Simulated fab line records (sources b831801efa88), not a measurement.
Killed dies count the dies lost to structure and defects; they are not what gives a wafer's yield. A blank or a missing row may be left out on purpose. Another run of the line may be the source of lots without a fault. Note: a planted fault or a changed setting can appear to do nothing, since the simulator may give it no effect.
The same fault as seen by 2 desks -- flow gf180mcu -- every desk sees just its own numbers, and what lay behind them comes last

METROLOGY DESK
Lot by lot, what the gauges showed, no matter which tool ran the lot: averages of those sampled wafers that carry a number. The brackets show how far a lot's mean lies from the usual mean; more than 4 standard deviations puts the lot out of limits, marked OUT.
Columns: A = V3_W_RS at GF_V3_RS_MEAS_24, usual 0.327 ohm/sq; B = V3_W_THK at GF_V3_THK_MEAS_25, usual 349 nm
lot,first seen here,A,B
L566,day 23 13:26,0.333,350
L568,day 24 12:55,0.322,354
L575,day 26 14:46,0.321,361
L576,day 26 23:37,0.325,346
L580,day 28 02:11,0.330,344
L586,day 29 17:34,0.324,354
Finding of this desk: none of the 6 lots has anything out of limits.

AT THE TOOL OWNER'S DESK: pvd sputter-04
The tool's own readings at GF_M4_SPUTTER_03 (material Ti, target thk 10 nm, time 6.7 s): means of the sampled wafers that have a number, for each lot that ran on this tool. The brackets show how far a lot's mean lies from the usual mean; more than 4 standard deviations puts the lot out of limits, marked OUT.
Columns: A = chamber pressure pa at GF_M4_SPUTTER_03, usual 0.3000 Pa; B = throttle valve pct at GF_M4_SPUTTER_03, usual 29.2 %
lot,first seen here,A,B
L566,day 23 14:04,0.3002,29.4
L568,day 24 13:33,0.3000,28.8
L575,day 26 15:25,0.3001,28.9
L576,day 27 00:36,0.2995,29.3
Finding of this desk: none of the 4 lots has anything out of limits.

ALL TOGETHER
From the metrology desk's view, nothing was out of limits.
The tool owner's desk saw nothing out of limits.

WHAT WAS PUT IN BY THE SIMULATOR
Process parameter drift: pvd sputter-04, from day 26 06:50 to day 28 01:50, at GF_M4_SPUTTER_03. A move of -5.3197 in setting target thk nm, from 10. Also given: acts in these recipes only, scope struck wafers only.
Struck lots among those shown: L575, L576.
